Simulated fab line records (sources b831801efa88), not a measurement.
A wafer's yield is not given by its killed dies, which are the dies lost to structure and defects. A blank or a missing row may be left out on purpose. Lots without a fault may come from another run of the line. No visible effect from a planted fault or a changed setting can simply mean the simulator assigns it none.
2 desks looking at one fault | flow sky130 | numbers are kept per desk, each desk with only its own; the story behind them comes last

AT THE TOOL OWNER'S DESK: furnace-02
The tool's own readings at SKY_POLY_GATE_OXIDATION_20 (stabilise 600 s, purge 300 s, target thk 4 nm): means of the sampled wafers that have a number, for each lot that ran on this tool. A lot is out of limits, marked OUT, if its mean lies more than 4 standard deviations from the usual mean; the brackets give that distance.
Columns: A = spike tc bottom C at SKY_POLY_GATE_OXIDATION_20, usual 866.6 C; B = spike tc centre C at SKY_POLY_GATE_OXIDATION_20, usual 850.1 C; C = spike tc lower C at SKY_POLY_GATE_OXIDATION_20, usual 849.9 C; D = spike tc upper C at SKY_POLY_GATE_OXIDATION_20, usual 850.5 C; E = tube center temp C at SKY_POLY_GATE_OXIDATION_20, usual 850 C; F = tube_center_temp_C_max at SKY_POLY_GATE_OXIDATION_20, usual 852.2; G = zone power centre pct at SKY_POLY_GATE_OXIDATION_20, usual 17.1 %
lot  | first seen here | A                | B                | C                | D                | E             | F               | G
L960 | day 16 09:54    | 866.4            | 849.2            | 850.6            | 851.2            | 850           | 852.3           | 16.5
L963 | day 18 11:11    | 866.1            | 850.0            | 850.2            | 850.1            | 850           | 852.2           | 16.2
L964 | day 18 14:59    | 866.8            | 849.7            | 851.1            | 850.4            | 850           | 852.1           | 16.4
L968 | day 19 12:50    | 866.0            | 849.7            | 850.2            | 850.0            | 850           | 852.3           | 16.4
L971 | day 20 21:56    | 867.2            | 850.4            | 849.9            | 850.1            | 850           | 852.5           | 16.4
L976 | day 23 13:44    | 872.6 (+6.0) OUT | 855.5 (+4.9) OUT | 857.8 (+6.1) OUT | 856.9 (+6.9) OUT | 857 (+96) OUT | 859.3 (+19) OUT | 16.9
L978 | day 23 14:59    | 873.3 (+6.7) OUT | 856.8 (+6.1) OUT | 857.8 (+6.1) OUT | 856.7 (+6.7) OUT | 857 (+95) OUT | 858.9 (+18) OUT | 16.7
L979 | day 23 21:34    | 873.1 (+6.5) OUT | 856.3 (+5.6) OUT | 857.2 (+5.6) OUT | 856.9 (+7.0) OUT | 857 (+95) OUT | 859.0 (+18) OUT | 16.8
Finding of this desk: L976, L978, L979 out of limits; the first was L976 at day 23 13:44, on spike tc bottom C at SKY_POLY_GATE_OXIDATION_20. In limits: L960, L963, L964, L968, L971.

FROM THE METROLOGY DESK
What the gauges read, lot by lot, whatever tool the lot ran on: means of the sampled wafers that have a number. A lot is out of limits, marked OUT, if its mean lies more than 4 standard deviations from the usual mean; the brackets give that distance.
Columns: A = POLY_GATE_OXIDATION_THK at SKY_POLY_GATE_THK_MEAS_21, usual 4.00 nm; B = cd nm at SKY_POLY_GATE_CD_MEAS_22, usual 150.5 nm
lot  | first seen here | A               | B
L960 | day 16 11:10    | 4.01            | 152.9
L961 | day 17 09:00    | 3.93            | 150.8
L963 | day 18 12:27    | 4.09            | 149.2
L964 | day 18 16:15    | 4.02            | 152.3
L967 | day 19 13:47    | 3.87            | 153.1
L968 | day 19 14:05    | 4.08            | 149.5
L971 | day 20 23:11    | 3.93            | 150.2
L976 | day 23 14:59    | 4.36 (+5.1) OUT | 149.7
L978 | day 23 16:14    | 4.36 (+5.0) OUT | 151.2
L979 | day 23 22:49    | 4.43 (+6.0) OUT | 148.3
L981 | day 24 09:16    | 4.04            | 147.3
Finding of this desk: L976, L978, L979 out of limits, first seen on L976 at day 23 14:59 (POLY_GATE_OXIDATION_THK at SKY_POLY_GATE_THK_MEAS_21). In limits: L960, L961, L963, L964, L967, L968, L971, L981.

TAKEN TOGETHER
The tool owner's desk had the chance to raise an alarm at day 23 13:44 on L976, L978, L979.
On L976, L978, L979, the metrology desk was in a position to raise an alarm at day 23 14:59.
All the named lots went through SKY_POLY_GATE_OXIDATION_20 on furnace-02.

WHAT HAD BEEN PUT IN BY THE SIMULATOR
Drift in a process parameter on furnace-02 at SKY_POLY_GATE_OXIDATION_20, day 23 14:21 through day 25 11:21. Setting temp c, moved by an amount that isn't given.
Struck lots among those shown: L976, L978, L979.
